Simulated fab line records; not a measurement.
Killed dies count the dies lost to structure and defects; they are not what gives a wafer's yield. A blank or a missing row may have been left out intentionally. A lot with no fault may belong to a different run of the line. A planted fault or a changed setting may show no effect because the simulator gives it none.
One fault seen from 2 desks / flow gf180mcu / every desk sees just its own numbers, and what lay behind them comes last

## FOR THE TOOL OWNER'S DESK: litho track-01
The tool's own readings at GF_HV_LDD_DEVELOP_45 (develop time 60 s): means of the sampled wafers that have a number, for each lot that ran on this tool. Marked OUT: a lot whose mean sits more than 4 standard deviations from the usual mean, which makes it out of limits; the brackets give that distance.
Columns: A = chill plate temp C at GF_HV_LDD_DEVELOP_45, usual 23.00 C; B = exhaust pa at GF_HV_LDD_DEVELOP_45, usual 44.7 Pa
lot=L609; first seen here=day 12 14:56; A=22.82; B=45.6
lot=L612; first seen here=day 13 07:56; A=22.97; B=43.6
lot=L614; first seen here=day 14 01:46; A=22.91; B=45.0
lot=L619; first seen here=day 15 23:13; A=23.05; B=44.9
lot=L620; first seen here=day 16 08:29; A=22.88; B=44.0
lot=L628; first seen here=day 18 21:37; A=23.07; B=45.1
lot=L632; first seen here=day 20 02:31; A=23.07; B=44.5
This desk's verdict: no lot among the 7 shows anything out of limits.

## FROM THE METROLOGY DESK
What the gauges read, lot by lot, whatever tool the lot ran on: means of the sampled wafers that have a number. Marked OUT: a lot whose mean sits more than 4 standard deviations from the usual mean, which makes it out of limits; the brackets give that distance.
Columns: A = MVSD_RS at GF_VT_IMPLANT_RS_MEAS_46, usual 456.9 ohm/sq; B = cd nm at GF_HV_LDD_CD_MEAS_46, usual 400.4 nm
lot=L609; first seen here=day 7 18:49; A=457.4; B=402.3
lot=L610; first seen here=day 7 20:50; A=456.7; B=398.4
lot=L611; first seen here=day 8 02:54; A=456.0; B=399.8
lot=L612; first seen here=day 8 08:07; A=457.6; B=399.8
lot=L614; first seen here=day 8 23:37; A=456.2; B=397.9
lot=L619; first seen here=day 10 12:23; A=455.7; B=401.5
lot=L620; first seen here=day 10 21:12; A=456.6; B=412.2 (+5.3) OUT
lot=L624; first seen here=day 12 00:56; A=455.4; B=402.7
lot=L625; first seen here=day 12 04:05; A=458.5; B=400.9
lot=L628; first seen here=day 12 23:46; A=457.0; B=401.9
lot=L630; first seen here=day 13 13:29; A=456.7; B=399.5
lot=L631; first seen here=day 13 21:40; A=455.3; B=399.0
lot=L632; first seen here=day 14 02:20; A=456.7; B=403.9
Finding of this desk: L620 out of limits; the first was L620 at day 16 08:38, on cd nm at GF_HV_LDD_CD_MEAS_46. In limits: L609, L610, L611, L612, L614, L619, L624, L625, L628, L630, L631, L632.

## BROUGHT TOGETHER
Metrology desk: alarm possible at day 16 08:38 on L620.
Nothing out of limits was seen by the tool owner's desk.
On record at the tool owner's desk: L620, within its limits.
Of the lots named, all ran GF_HV_LDD_DEVELOP_45 on litho track-01.

## WHAT THE SIMULATOR HAD INSERTED
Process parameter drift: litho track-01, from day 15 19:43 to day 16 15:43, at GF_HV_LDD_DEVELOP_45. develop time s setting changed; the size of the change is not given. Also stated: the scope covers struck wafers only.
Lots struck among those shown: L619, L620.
Delay in hours, fault start to first out-of-limits reading, per desk: metrology desk 13.
